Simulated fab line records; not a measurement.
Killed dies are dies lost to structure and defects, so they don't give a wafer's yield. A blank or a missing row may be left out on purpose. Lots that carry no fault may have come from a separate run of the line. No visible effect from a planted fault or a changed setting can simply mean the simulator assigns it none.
Which tool was responsible? || flow gf180mcu || Sampling: 6 lots, 18 wafers, 4 of 602 route steps

== WHAT THE GAUGES SHOWED, per wafer ==
GF_PSD_RS_MEAS_14: measures by four-point-probe.
{"lot": "L602", "measured": "day 14 16:01", "on": "film_metro-03", "NSD_RS (ohm/sq)": "46.13 46.13 46.12"}
{"lot": "L605", "measured": "day 15 19:05", "on": "film_metro-04", "NSD_RS (ohm/sq)": "46.30 46.29 46.28"}
{"lot": "L610", "measured": "day 17 09:47", "on": "film_metro-03", "NSD_RS (ohm/sq)": "45.01 44.97 45.10"}
{"lot": "L614", "measured": "day 18 16:19", "on": "film_metro-04", "NSD_RS (ohm/sq)": "46.32 46.20 46.23"}
{"lot": "L617", "measured": "day 20 05:04", "on": "film_metro-03", "NSD_RS (ohm/sq)": "46.01 45.98 46.12"}
{"lot": "L623", "measured": "day 22 02:58", "on": "film_metro-04", "NSD_RS (ohm/sq)": "46.28 46.31 46.30"}

== TOOL THAT RAN EACH LOT (tool first, then ch and the chambers of the sampled wafers, then the start) ==
{"lot": "L602", "GF_HV_LDD_RTA_52": "rtp_anneal-02 ch 0, day 12 20:30", "GF_NSD_IMPLANT_09": "implanter-03 ch 0, day 13 19:32", "GF_NSD_STRIP_11": "plasma_asher-02 ch 0,1, day 13 19:58"}
{"lot": "L605", "GF_HV_LDD_RTA_52": "rtp_anneal-02 ch 0, day 13 22:20", "GF_NSD_IMPLANT_09": "implanter-03 ch 0, day 14 20:56", "GF_NSD_STRIP_11": "plasma_asher-04 ch 0,1, day 14 21:14"}
{"lot": "L610", "GF_HV_LDD_RTA_52": "rtp_anneal-01 ch 0, day 15 11:22", "GF_NSD_IMPLANT_09": "implanter-01 ch 0, day 16 11:11", "GF_NSD_STRIP_11": "plasma_asher-02 ch 0,1, day 16 11:28"}
{"lot": "L614", "GF_HV_LDD_RTA_52": "rtp_anneal-01 ch 0, day 16 16:20", "GF_NSD_IMPLANT_09": "implanter-03 ch 0, day 17 16:26", "GF_NSD_STRIP_11": "plasma_asher-04 ch 0,1, day 17 16:44"}
{"lot": "L617", "GF_HV_LDD_RTA_52": "rtp_anneal-02 ch 0, day 17 23:44", "GF_NSD_IMPLANT_09": "implanter-03 ch 0, day 19 04:10", "GF_NSD_STRIP_11": "plasma_asher-02 ch 0,1, day 19 04:26"}
{"lot": "L623", "GF_HV_LDD_RTA_52": "rtp_anneal-02 ch 0, day 19 21:53", "GF_NSD_IMPLANT_09": "implanter-01 ch 0, day 21 02:22", "GF_NSD_STRIP_11": "plasma_asher-03 ch 0,1, day 21 02:40"}
- GF_HV_LDD_RTA_52: time 10 s.
- GF_NSD_IMPLANT_09
- GF_NSD_STRIP_11: strips in O2/N2.

== THE ANSWER, worked out from the rows above alone ==
Rule: usual is defined by the lots themselves. Put in order of their means at a reading, lots are off if they are a third of the lots or fewer, leave a main group of 4 or more, and stand apart from it by a gap of 3 or more times the standard deviation of the main group's means; of several such gaps the widest counts. A main group is skipped when, at the precision printed for the reading in the tables above, its means are all equal. A lot without any number at a reading at which 4 lots or more have one is off too. The other lots that the step has rows for count as sound.
Off: L610, at GF_PSD_RS_MEAS_14 (NSD_RS). The main group has a mean of 46.20 ohm/sq with a standard deviation of 0.1.
A tool fits if, at a process step before that reading, it ran every lot that is off, and no sound lot after the first of them. The gauges at GF_PSD_RS_MEAS_14 are tried like those tools. None of those tried fits.

== WHAT HAD BEEN PUT IN BY THE SIMULATOR ==
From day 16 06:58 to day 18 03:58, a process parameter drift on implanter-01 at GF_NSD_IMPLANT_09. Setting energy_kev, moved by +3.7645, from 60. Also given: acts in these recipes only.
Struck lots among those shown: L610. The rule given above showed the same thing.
